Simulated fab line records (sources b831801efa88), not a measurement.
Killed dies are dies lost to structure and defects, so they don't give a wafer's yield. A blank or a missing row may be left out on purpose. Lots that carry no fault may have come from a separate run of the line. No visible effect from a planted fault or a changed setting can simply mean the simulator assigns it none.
What tool caused it? ; flow gf180mcu ; 18 wafers sampled from 6 lots at 1 step of a route of 602

## WHAT THE GAUGES SHOWED, per wafer
GF_V4_OVL_MEAS_15.
lot;measured;on;V4_OVL (nm)
L269;day 24 20:26;overlay-02;0 -2 4
L274;day 26 13:06;overlay-02;0 -1 -2
L281;day 29 01:09;overlay-02;-2 0 0
L283;day 29 13:48;overlay-02;2 -2 0
L285;day 30 02:44;overlay-02;6 1 6
L287;day 30 13:30;overlay-02;-1 4 2

## TOOL THAT RAN EACH LOT (tool first, then ch and the chambers of the sampled wafers, then the start)
No process step before these readings appears in the record.

## THE ANSWER, worked out from the rows above alone
Rule: usual is defined by the lots themselves. Put in order of their means at a reading, lots are off if they are a third of the lots or fewer, leave a main group of 4 or more, and stand apart from it by a gap of 3 or more times the standard deviation of the main group's means; of several such gaps the widest counts. If all means in a main group match to the digits the tables above print for the reading, that group is not used. A lot without any number at a reading at which 4 lots or more have one is off too. Where the step has rows for the other lots, those lots are counted as sound.
No lot is off at any reading shown: from this, nothing can be told.

## WHAT HAD BEEN PUT IN BY THE SIMULATOR
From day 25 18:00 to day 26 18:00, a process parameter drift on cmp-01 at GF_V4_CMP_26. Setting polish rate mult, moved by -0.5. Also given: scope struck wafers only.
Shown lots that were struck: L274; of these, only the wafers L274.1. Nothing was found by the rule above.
